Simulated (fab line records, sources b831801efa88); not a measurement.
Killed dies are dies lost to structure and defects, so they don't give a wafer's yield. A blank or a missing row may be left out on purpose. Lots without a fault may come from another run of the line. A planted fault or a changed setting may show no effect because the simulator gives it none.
Which tool did it? | flow sky130 | 13 lots, 39 wafers sampled, at 5 steps of a route of 708

WHAT THE GAUGES READ, wafer by wafer
SKY_SD_P_OVL_MEAS_08.
lot  | measured     | on         | SD_P_OVL (nm)
L241 | day 25 19:02 | overlay-01 | 0.6 -1.0 -0.4
L242 | day 26 07:29 | overlay-01 | -0.3 -0.5 0.2
L243 | day 26 18:17 | overlay-02 | -0.6 0.6 -0.7
L244 | day 26 22:48 | overlay-01 | -0.2 -1.1 -0.2
L245 | day 27 04:10 | overlay-01 | -0.6 -0.4 -0.4
L246 | day 27 12:49 | overlay-01 | 2.6 0.7 1.2
L247 | day 27 22:13 | overlay-02 | 1.1 1.6 1.9
L249 | day 28 13:48 | overlay-02 | 0.7 -0.3 -0.2
L250 | day 29 06:26 | overlay-01 | 0.1 -0.6 -0.8
L252 | day 29 19:06 | overlay-02 | 0.5 -0.1 0.9
L261 | day 32 13:05 | overlay-02 | 1.7 1.2 1.5
L262 | day 32 20:38 | overlay-01 | 0.9 0.0 0.6
L263 | day 33 17:35 | overlay-01 | 1.6 1.2 -1.7

SKY_SD_P_TW_MEAS_11.
lot  | measured     | on            | SD_P_TW
L241 | day 25 19:20 | film_metro-01 | 2802 2831 2807
L242 | day 26 07:46 | film_metro-01 | 2778 2800 2780
L243 | day 26 18:34 | film_metro-03 | 2812 2811 2811
L244 | day 26 23:05 | film_metro-04 | 2803 2813 2806
L245 | day 27 04:28 | film_metro-03 | 2806 2818 2796
L246 | day 27 13:06 | film_metro-03 | 2825 2818 2816
L247 | day 27 22:30 | film_metro-03 | 2797 2816 2810
L249 | day 28 14:06 | film_metro-03 | 2808 2827 2810
L250 | day 29 06:43 | film_metro-03 | 2805 2801 2824
L252 | day 29 19:23 | film_metro-03 | 2794 2799 2794
L261 | day 32 13:22 | film_metro-03 | 2819 2822 2830
L262 | day 32 20:55 | film_metro-03 | 2827 2832 2828
L263 | day 33 17:53 | film_metro-01 | 2801 2827 2820

SKY_SD_N_CD_MEAS_07: target cd 380 nm.
lot  | measured     | on        | cd_nm (nm)
L241 | day 28 05:02 | cd_sem-01 | 377.9 381.5 378.8
L242 | day 28 17:10 | cd_sem-02 | 377.5 377.8 377.3
L243 | day 29 02:52 | cd_sem-01 | 377.6 376.2 376.3
L244 | day 29 07:57 | cd_sem-01 | 379.8 382.3 380.8
L245 | day 29 13:35 | cd_sem-01 | 377.0 380.5 376.3
L246 | day 29 21:47 | cd_sem-01 | 378.3 378.5 376.0
L247 | day 30 07:16 | cd_sem-01 | 381.1 381.7 383.5
L249 | day 30 22:13 | cd_sem-01 | 383.5 381.2 380.8
L250 | day 31 15:00 | cd_sem-01 | 329.4 330.6 330.9
L252 | day 32 02:46 | cd_sem-01 | 381.9 384.3 383.9
L261 | day 34 19:56 | cd_sem-01 | 375.6 374.4 374.3
L262 | day 35 02:08 | cd_sem-02 | 376.2 377.7 377.0
L263 | day 35 23:16 | cd_sem-01 | 378.9 377.2 379.9

WHICH TOOL RAN EACH LOT (tool, then ch and the chambers of the sampled wafers, then the start)
lot  | SKY_POLY_CUT_ETCH_11               | SKY_SD_N_EXPOSE_04
L241 | rie_diel-02 ch 0,1, day 24 13:22   | iline_stepper-02 ch 0, day 27 14:22
L242 | rie_diel-03 ch 1,2,3, day 25 02:38 | iline_stepper-01 ch 0, day 28 03:27
L243 | rie_diel-03 ch 1,2,3, day 25 13:40 | iline_stepper-02 ch 0, day 28 13:37
L244 | rie_diel-02 ch 0,3, day 25 17:22   | iline_stepper-01 ch 0, day 28 17:55
L245 | rie_diel-02 ch 1,2, day 25 23:33   | iline_stepper-02 ch 0, day 28 23:26
L246 | rie_diel-01 ch 0,1,3, day 26 07:35 | iline_stepper-02 ch 0, day 29 07:39
L247 | rie_diel-02 ch 0,3, day 26 17:40   | iline_stepper-02 ch 0, day 29 17:35
L249 | rie_diel-03 ch 1,2,3, day 27 09:13 | iline_stepper-02 ch 0, day 30 08:52
L250 | rie_diel-03 ch 1,2,3, day 28 01:58 | iline_stepper-02 ch 0, day 31 01:19
L252 | rie_diel-01 ch 0,2,3, day 28 14:07 | iline_stepper-01 ch 0, day 31 12:48
L261 | rie_diel-01 ch 0,3, day 31 09:25   | iline_stepper-01 ch 0, day 34 06:17
L262 | rie_diel-01 ch 0,3, day 31 17:19   | iline_stepper-01 ch 0, day 34 13:38
L263 | rie_diel-02 ch 0,2,3, day 32 14:11 | iline_stepper-01 ch 0, day 35 10:10
- SKY_POLY_CUT_ETCH_11: etches Si3N4 in CF4/CH2F2/Ar, stops on poly-Si, time 42.5 s, target depth 60 nm.
- SKY_SD_N_EXPOSE_04: exposes mask NSDM, target cd 380 nm.

WHAT THE TOOLS THEMSELVES READ (means of the sampled wafers that have a number; where no wafer has one, the mark that the record gives instead)
SKY_POLY_CUT_ETCH_11.
lot  | tool        | drypump_motor_current_A (A) | oes_product_au (a.u.) | rf_fwd_power_W (W) | throttle_valve_pct (%)
L241 | rie_diel-02 | 5.0                         | 0.827                 | 591.9              | 14.989
L242 | rie_diel-03 | 5.7                         | 0.829                 | 594.2              | 14.991
L243 | rie_diel-03 | 5.7                         | 0.829                 | 592.5              | 14.993
L244 | rie_diel-02 | 5.3                         | 0.832                 | 592.8              | 14.987
L245 | rie_diel-02 | 5.1                         | 0.825                 | 595.1              | 14.988
L246 | rie_diel-01 | 5.7                         | 0.827                 | 593.5              | 15.002
L247 | rie_diel-02 | 5.6                         | 0.829                 | 593.0              | 14.997
L249 | rie_diel-03 | 5.7                         | 0.822                 | 592.1              | 14.989
L250 | rie_diel-03 | 5.7                         | 0.822                 | 595.0              | 14.984
L252 | rie_diel-01 | 6.0                         | 0.823                 | 595.8              | 14.995
L261 | rie_diel-01 | 5.7                         | 0.831                 | 594.1              | 14.987
L262 | rie_diel-01 | 5.7                         | 0.830                 | 594.2              | 14.992
L263 | rie_diel-02 | 5.4                         | 0.828                 | 593.5              | 14.994

THE ANSWER, worked out from the rows above alone
Rule: what is usual is taken from the lots themselves. Put in order of their means at a reading, lots are off if they are a third of the lots or fewer, leave a main group of 4 or more, and stand apart from it by a gap of 3 or more times the standard deviation of the main group's means; of several such gaps the widest counts. A main group whose means are all the same, to the digits that the tables above print for the reading, isn't used. A lot without any number at a reading at which 4 lots or more have one is off too. The other lots that the step has rows for count as sound. The gauges are gone through in route order, then the tools' own readings, and for those a lot's mean is taken as printed above. The first step at which some lot is off is used, and at that step the reading that is off furthest; a lot without a number counts as furthest.
Off: L250, at SKY_SD_N_CD_MEAS_07 (cd_nm). The main group: mean 379.0 nm, standard deviation 2.5.
A tool fits if, at a process step before that reading, it ran every lot that is off, and no sound lot after the first of them. The gauges at SKY_SD_N_CD_MEAS_07 are tried like those tools. Can't be told from this: 2 tools fit, rie_diel-03 at SKY_POLY_CUT_ETCH_11, iline_stepper-02 at SKY_SD_N_EXPOSE_04.

WHAT THE SIMULATOR HAD PUT IN
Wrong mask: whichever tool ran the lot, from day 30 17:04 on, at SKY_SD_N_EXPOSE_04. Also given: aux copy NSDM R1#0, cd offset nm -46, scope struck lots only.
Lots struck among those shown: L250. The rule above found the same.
